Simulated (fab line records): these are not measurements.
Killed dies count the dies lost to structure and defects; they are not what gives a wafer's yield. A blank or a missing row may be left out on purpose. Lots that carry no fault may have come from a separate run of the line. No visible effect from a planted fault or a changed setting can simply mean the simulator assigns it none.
fab line records | flow sky130
[record] lots = 12 | wafers = 36 | last-day = 50
route steps=708 shown PWDE@53 METAL1@450 VIA2@521
lots that met no fault: taken from a fault-free run of the same line
start-h: start of the lot's first displayed wafer, in hours after the record's first day | wait-h: hours elapsed since this lot's preceding step | " unchanged from the row above | L1.1+2: a single row standing in for several wafers | - value missing, or start not given | * or withheld: withheld | < > ~ a bound
route shown NAME@n: a module of which the file shows steps, and the number in the route of the first | usual: the fault-free wafers' mean and standard deviation | same: alike in all rows | chamber/n: place in a boat | sites: per-site readings | _std_site: how widely they spread, as a standard deviation | _edge_site: the outer-site mean with the inner-site mean subtracted | radius-mm: for every site, how far away it sits from the centre of the wafer | mask NAME#n: copy n | behind: tool/chamber where the wafer was last shaped | hold: what put the lot on hold/how long, in hours/how the hold closed | device: names the non-switching transistor (n, p or np) | end of line: the same wafers' tests at the end of the route | step lacking rows: just its recipe | killed: at the first sort, the dies lost to defects and structure; wafer yield is something else | map: a wafer's dies, x killed, . not, _ none there
set.NAME: the setting the step ran with; set.NAME@STEP: the setting that earlier step ran with | model.NAME: the simulator's own value behind a step, which no gauge read
the route's steps for a sample of lots (tables are steps, rows are wafers)
services: a tool's chamber out of use, with start hour (start-h, from the record's first day; less than 0 if before it), hours out, and reason
[[steps]]
[step SKY_PWDE_IMPLANT_08]
[recipe] species = B | energy-kev = 150 | dose-cm2 = 3.6e+12 | tilt-deg = withheld
lot.wafer  | tool         | chamber | start-h | wait-h
L248.1+5+6 | implanter-02 | 0       | 67.29   | 0.0
L249.2+3+6 | implanter-02 | 0       | 74.12   | 0.0
L250.3+4+6 | implanter-03 | 0       | 77.69   | 0.1
L251.3+4+5 | implanter-02 | 0       | 82.65   | 0.1
L253.2+3+4 | implanter-02 | 0       | 97.37   | 0.0
L255.3+4+6 | implanter-02 | 0       | 107.39  | 0.1
L261.1+2+5 | implanter-03 | 0       | 139.59  | 0.0
L264.1+2+3 | implanter-02 | 0       | 166.15  | 0.0
L265.1+2+5 | implanter-02 | 0       | 171.14  | 0.0
L266.4+5+6 | implanter-03 | 0       | 174.97  | 0.1
L269.3+4+6 | implanter-03 | 0       | 189.89  | 0.1
L271.2+3+4 | implanter-03 | 0       | 199.43  | 0.0
[step SKY_NWELL_RS_MEAS_31]
[recipe] thk-meas-gauge = four-point-probe
[usual] PWDE_RS = 5276/25
lot.wafer | tool          | chamber | start-h | wait-h | PWDE_RS[ohm/sq]
L248.1    | film-metro-04 | -       | 103.30  | 0.1    | 5265
L248.5    | "             | -       | "       | "      | 5262
L248.6    | "             | -       | "       | "      | 5273
L249.2    | film-metro-03 | -       | 110.16  | 0.1    | 5277
L249.3    | "             | -       | "       | "      | 5302
L249.6    | "             | -       | "       | "      | 5283
L250.3    | film-metro-01 | -       | 114.73  | 0.1    | 5294
L250.4    | "             | -       | "       | "      | 5288
L250.6    | "             | -       | "       | "      | 5293
L251.3    | film-metro-04 | -       | 119.73  | 0.1    | 5230
L251.4    | "             | -       | "       | "      | 5234
L251.5    | "             | -       | "       | "      | 5241
L253.2    | film-metro-01 | -       | 135.32  | 0.1    | 5521
L253.3    | "             | -       | "       | "      | 5499
L253.4    | "             | -       | "       | "      | 5481
L255.3    | film-metro-01 | -       | 145.34  | 0.1    | 5507
L255.4    | "             | -       | "       | "      | 5514
L255.6    | "             | -       | "       | "      | 5517
L261.1    | film-metro-04 | -       | 181.06  | 0.1    | 5300
L261.2    | "             | -       | "       | "      | 5293
L261.5    | "             | -       | "       | "      | 5310
L264.1    | film-metro-03 | -       | 209.75  | 0.1    | 5326
L264.2    | "             | -       | "       | "      | 5315
L264.3    | "             | -       | "       | "      | 5327
L265.1    | film-metro-01 | -       | 215.41  | 0.1    | 5304
L265.2    | "             | -       | "       | "      | 5300
L265.5    | "             | -       | "       | "      | 5308
L266.4    | film-metro-03 | -       | 219.10  | 0.1    | 5261
L266.5    | "             | -       | "       | "      | 5263
L266.6    | "             | -       | "       | "      | 5265
L269.3    | film-metro-04 | -       | 236.58  | 0.1    | 5229
L269.4    | "             | -       | "       | "      | 5236
L269.6    | "             | -       | "       | "      | 5244
L271.2    | film-metro-04 | -       | 246.48  | 0.1    | 5272
L271.3    | "             | -       | "       | "      | 5286
L271.4    | "             | -       | "       | "      | 5273
[step SKY_METAL1_OVL_MEAS_16]
[usual] METAL1_OVL = -1/5.7
lot.wafer | tool       | chamber | start-h | wait-h | METAL1_OVL[nm]
L248.1    | overlay-01 | -       | 759.22  | 0.1    | -5
L248.5    | "          | -       | "       | "      | -9
L248.6    | "          | -       | "       | "      | -1
L249.2    | overlay-01 | -       | 765.54  | 0.1    | -15
L249.3    | "          | -       | "       | "      | -7
L249.6    | "          | -       | "       | "      | -4
L250.3    | overlay-01 | -       | 778.80  | 0.1    | -2
L250.4    | "          | -       | "       | "      | -3
L250.6    | "          | -       | "       | "      | -6
L251.3    | overlay-01 | -       | 785.08  | 0.1    | 2
L251.4    | "          | -       | "       | "      | 0
L251.5    | "          | -       | "       | "      | 6
L253.2    | overlay-02 | -       | 809.38  | 0.1    | 9
L253.3    | "          | -       | "       | "      | -5
L253.4    | "          | -       | "       | "      | 8
L255.3    | overlay-02 | -       | 822.68  | 0.1    | -5
L255.4    | "          | -       | "       | "      | -7
L255.6    | "          | -       | "       | "      | -6
L261.1    | overlay-02 | -       | 855.72  | 0.1    | -6
L261.2    | "          | -       | "       | "      | -4
L261.5    | "          | -       | "       | "      | 3
L264.1    | overlay-01 | -       | 907.52  | 0.1    | 10
L264.2    | "          | -       | "       | "      | 2
L264.3    | "          | -       | "       | "      | 9
L266.4    | overlay-01 | -       | 908.85  | 0.1    | -6
L266.5    | "          | -       | "       | "      | 1
L266.6    | "          | -       | "       | "      | -5
L265.1    | overlay-02 | -       | 910.42  | 0.1    | -9
L265.2    | "          | -       | "       | "      | -1
L265.5    | "          | -       | "       | "      | -11
L269.3    | overlay-02 | -       | 918.28  | 0.1    | 3
L269.4    | "          | -       | "       | "      | 5
L269.6    | "          | -       | "       | "      | -4
L271.2    | overlay-02 | -       | 929.78  | 0.1    | -10
L271.3    | "          | -       | "       | "      | -3
L271.4    | "          | -       | "       | "      | -9
[step SKY_METAL1_METAL_ETCH_19]
[recipe] target-depth-a = 3600 | stop-on = SiO2 | over-etch-frac = 0.3 | time-s = 78 | chemistry = Cl2/BCl3 | resist-sidewall-deg = 88 | pressure-mtorr = 10 | icp-w = 900 | bias-w = 48.5 | Cl2_flow_sccm = 60 | bcl3-flow-sccm = 30
[usual] drypump-motor-current-A = 5.83/0.28 | oes-product-au = 0.855/0.0064 | rf-fwd-power-W = 895/3 | throttle-valve-pct = 22.264/0.0095
lot.wafer | tool         | chamber | start-h | wait-h | drypump-motor-current-A | oes-product-au | rf-fwd-power-W | rf-hours-counter-h | throttle-valve-pct
L248.1    | rie-metal-04 | 1       | 759.45  | 0.1    | 5.95                    | 0.858          | 894            | 15                 | 22.257
L248.5    | "            | 1       | "       | "      | 5.91                    | 0.866          | 901            | -                  | 22.270
L248.6    | "            | 1       | "       | "      | 5.94                    | 0.865          | 899            | -                  | 22.268
L249.2    | rie-metal-03 | 0       | 765.79  | 0.1    | 6.01                    | 0.856          | 892            | -                  | 22.276
L249.3    | "            | 0       | "       | "      | 6.00                    | 0.851          | 895            | -                  | 22.268
L249.6    | "            | 0       | "       | "      | 5.97                    | 0.864          | 896            | -                  | 22.257
L250.3    | rie-metal-04 | 0       | 778.94  | 0.1    | 5.98                    | 0.868          | 894            | -                  | 22.279
L250.4    | "            | 1       | "       | "      | 5.96                    | 0.855          | 893            | -                  | 22.272
L250.6    | "            | 1       | "       | "      | 5.93                    | 0.858          | 896            | -                  | 22.252
L251.3    | rie-metal-03 | 1       | 785.23  | 0.1    | 5.82                    | 0.852          | 891            | -                  | 22.267
L251.4    | "            | 0       | "       | "      | 6.00                    | 0.854          | 900            | -                  | 22.284
L251.5    | "            | 1       | "       | "      | 5.80                    | 0.855          | 895            | -                  | 22.255
L253.2    | rie-metal-04 | 0       | 809.50  | 0.0    | 5.93                    | 0.856          | 899            | 6                  | 22.254
L253.3    | "            | 1       | "       | "      | 5.96                    | 0.856          | 895            | -                  | 22.269
L253.4    | "            | 0       | "       | "      | 5.93                    | 0.860          | 896            | -                  | 22.268
L255.3    | rie-metal-01 | 0       | 822.83  | 0.1    | 5.12                    | 0.851          | 891            | -                  | 22.265
L255.4    | "            | 1       | "       | "      | 6.00                    | 0.860          | 894            | -                  | 22.270
L255.6    | "            | 1       | "       | "      | 5.95                    | 0.862          | 892            | -                  | 22.266
L261.1    | rie-metal-03 | 0       | 855.85  | 0.0    | 5.97                    | 0.866          | 898            | 2                  | 22.259
L261.2    | "            | 1       | "       | "      | 5.82                    | 0.859          | 892            | 3                  | 22.270
L261.5    | "            | 0       | "       | "      | 5.99                    | 0.855          | 897            | -                  | 22.250
L264.1    | rie-metal-04 | 1       | 907.65  | 0.0    | 5.94                    | 0.867          | 890            | 0                  | 22.257
L264.2    | "            | 0       | "       | "      | 5.95                    | 0.840          | 898            | 10                 | 22.262
L264.3    | "            | 1       | "       | "      | 5.94                    | 0.852          | 888            | -                  | 22.252
L266.4    | rie-metal-01 | 0       | 909.00  | 0.1    | 5.14                    | 0.855          | 894            | -                  | 22.274
L266.5    | "            | 1       | "       | "      | 5.97                    | 0.853          | 891            | -                  | 22.266
L266.6    | "            | 0       | "       | "      | 5.14                    | 0.858          | 895            | -                  | 22.251
L265.1    | rie-metal-03 | 1       | 910.55  | 0.0    | 5.82                    | 0.861          | 895            | 5                  | 22.267
L265.2    | "            | 0       | "       | "      | 5.99                    | 0.862          | 889            | 4                  | 22.263
L265.5    | "            | 1       | "       | "      | 5.84                    | 0.859          | 891            | -                  | 22.263
L269.3    | rie-metal-03 | 0       | 918.43  | 0.1    | 5.99                    | 0.852          | 893            | -                  | 22.264
L269.4    | "            | 1       | "       | "      | 5.79                    | 0.853          | 888            | -                  | 22.272
L269.6    | "            | 0       | "       | "      | 5.97                    | 0.850          | 895            | -                  | 22.279
L271.2    | rie-metal-01 | 0       | 929.90  | 0.0    | 5.13                    | 0.863          | 893            | 10                 | 22.262
L271.3    | "            | 1       | "       | "      | 6.00                    | 0.864          | 894            | -                  | 22.273
L271.4    | "            | 0       | "       | "      | 5.13                    | 0.863          | 891            | -                  | 22.277
[step SKY_VIA2_ETCH_14]
[recipe] chemistry = N2/H2 | target = BARC | ion-energy-ev = 200 | source-w = 500 | bias-w = 100 | pressure-mtorr = 30 | n2-flow-sccm = 100 | h2-flow-sccm = 200 | stop-on = SiO2 | time-s = 45.9 | target-depth-a = 600
[usual] drypump-motor-current-A = 5.5/0.38 | oes-product-au = 0.855/0.0045 | rf-fwd-power-W = 494.1/2 | throttle-valve-pct = 13.224/0.0084
lot.wafer | tool        | chamber | start-h | wait-h | drypump-motor-current-A | oes-product-au | rf-fwd-power-W | rf-hours-counter-h | throttle-valve-pct
L248.1    | rie-diel-01 | 0       | 843.06  | 0.0    | 5.4                     | 0.856          | 496.1          | 9                  | 13.212
L248.5    | "           | 1       | "       | "      | 5.8                     | 0.866          | 492.9          | -                  | 13.237
L248.6    | "           | 2       | "       | "      | 4.9                     | 0.855          | 492.8          | -                  | 13.237
L249.2    | rie-diel-02 | 1       | 850.28  | 0.0    | 5.8                     | 0.852          | 492.3          | 5                  | 13.219
L249.3    | "           | 0       | "       | "      | 5.1                     | 0.859          | 492.5          | 7                  | 13.234
L249.6    | "           | 1       | "       | "      | 5.8                     | 0.856          | 491.8          | -                  | 13.226
L250.3    | rie-diel-04 | 3       | 861.06  | 0.0    | 6.1                     | 0.855          | 495.1          | 9                  | 13.225
L250.4    | "           | 3       | "       | "      | 6.1                     | 0.850          | 493.2          | -                  | 13.232
L250.6    | "           | 0       | "       | "      | 5.0                     | 0.847          | 492.5          | -                  | 13.227
L251.3    | rie-diel-02 | 2       | 867.06  | 0.0    | 5.2                     | 0.855          | 497.5          | 18                 | 13.227
L251.4    | "           | 1       | "       | "      | 5.8                     | 0.857          | 492.2          | 5                  | 13.216
L251.5    | "           | 2       | "       | "      | 5.3                     | 0.855          | 495.9          | -                  | 13.218
L253.2    | rie-diel-02 | 0       | 892.08  | 0.0    | 5.1                     | 0.863          | 492.1          | 9                  | 13.215
L253.3    | "           | 3       | "       | "      | 5.8                     | 0.854          | 493.2          | 20                 | 13.241
L253.4    | "           | 1       | "       | "      | 5.8                     | 0.856          | 492.5          | 6                  | 13.223
L255.3    | rie-diel-04 | 3       | 904.68  | 0.0    | 6.1                     | 0.854          | 494.0          | 11                 | 13.214
L255.4    | "           | 1       | "       | "      | 6.0                     | 0.855          | 497.8          | 14                 | 13.228
L255.6    | "           | 2       | "       | "      | 5.1                     | 0.853          | 490.2          | -                  | 13.219
L261.1    | rie-diel-01 | 3       | 936.23  | 0.0    | 5.5                     | 0.846          | 494.0          | 3                  | 13.225
L261.2    | "           | 1       | "       | "      | 5.8                     | 0.854          | 494.3          | 8                  | 13.218
L261.5    | "           | 0       | "       | "      | 5.4                     | 0.861          | 496.8          | -                  | 13.207
L264.1    | rie-diel-01 | 1       | 984.41  | 0.0    | 5.8                     | 0.850          | 492.6          | 10                 | 13.231
L264.2    | "           | 2       | "       | "      | 4.9                     | 0.854          | 492.4          | 15                 | 13.208
L264.3    | "           | 0       | "       | "      | 5.4                     | 0.856          | 497.3          | 12                 | 13.223
L266.4    | rie-diel-01 | 0       | 986.30  | 0.0    | 5.5                     | 0.862          | 498.3          | -                  | 13.216
L266.5    | "           | 1       | "       | "      | 5.8                     | 0.854          | 493.1          | -                  | 13.237
L266.6    | "           | 2       | "       | "      | 4.9                     | 0.865          | 496.8          | -                  | 13.230
L265.1    | rie-diel-01 | 2       | 987.78  | 0.0    | 4.9                     | 0.858          | 491.2          | 15                 | 13.226
L265.2    | "           | 1       | "       | "      | 5.8                     | 0.853          | 492.3          | 10                 | 13.226
L265.5    | "           | 2       | "       | "      | 4.9                     | 0.853          | 493.3          | -                  | 13.227
L269.3    | rie-diel-01 | 2       | 995.28  | 0.0    | 4.9                     | 0.851          | 495.0          | 16                 | 13.210
L269.4    | "           | 3       | "       | "      | 5.5                     | 0.860          | 492.9          | 4                  | 13.227
L269.6    | "           | 0       | "       | "      | 5.4                     | 0.859          | 494.3          | -                  | 13.213
L271.2    | rie-diel-01 | 2       | 1005.61 | 0.0    | 4.9                     | 0.865          | 491.1          | 16                 | 13.236
L271.3    | "           | 0       | "       | "      | 5.4                     | 0.860          | 496.1          | 13                 | 13.218
L271.4    | "           | 3       | "       | "      | 5.5                     | 0.851          | 494.9          | 5                  | 13.225
[[services]]
tool         | chamber | start-h | hours | kind
rie-diel-01  | 2       | 53.60   | 14.8  | repair
rie-diel-01  | -       | 56.52   | 2.8   | pm
implanter-02 | -       | 99.30   | 3.8   | repair
rie-diel-01  | -       | 136.45  | 0.3   | repair
implanter-02 | -       | 172.75  | 6.8   | repair
implanter-02 | -       | 183.49  | 5.1   | repair
rie-diel-01  | -       | 242.17  | 0.8   | repair
rie-diel-01  | -       | 362.14  | 42.8  | repair
rie-diel-01  | 3       | 377.85  | 6.9   | repair
implanter-02 | -       | 378.81  | 3.5   | repair
implanter-02 | -       | 379.05  | 2.3   | repair
implanter-02 | -       | 399.87  | 3.8   | pm
implanter-02 | -       | 444.02  | 4.9   | pm
implanter-02 | -       | 456.54  | 6.3   | repair
rie-diel-01  | -       | 498.82  | 1.1   | repair
rie-diel-01  | 1       | 605.76  | 23.5  | repair
implanter-02 | -       | 634.52  | 167.2 | pm
rie-diel-01  | 0       | 697.16  | 1.7   | repair
rie-diel-01  | -       | 745.83  | 15.6  | pm
rie-diel-01  | -       | 849.51  | 0.2   | repair
rie-diel-01  | -       | 865.89  | 28.6  | repair
implanter-02 | -       | 878.86  | 1.9   | repair
implanter-02 | -       | 898.80  | 1.2   | repair
implanter-02 | -       | 933.09  | 4.0   | pm
[[key]]
[first-sign] step = SKY_NWELL_RS_MEAS_31 | reading = PWDE_RS | direction = up | sigmas = 9.3 | usual = 5276 | struck = 5506
effect none on later readings
met-at SKY_PWDE_IMPLANT_08
struck-lots L253,L255
tester-left-out L253,L255
not-acting-at SKY_METAL1_OVL_MEAS_16,SKY_METAL1_METAL_ETCH_19,SKY_VIA2_ETCH_14
onset-between 82.65 97.37
[fault] kind = process-parameter-drift | tool = implanter-02 | chamber = - | onset-h = 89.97 | steps = SKY_PWDE_IMPLANT_08 | channel = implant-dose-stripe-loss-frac | offset = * | shape = step | end-h = 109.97
// tester-left-out: of these lots the tester's yield and bins aren't shown, on N5 and GAA mostly nor the transistor test; their killed dies are dies lost to structure and defects alone, not to doping, threshold or leakage, so they don't give the yield
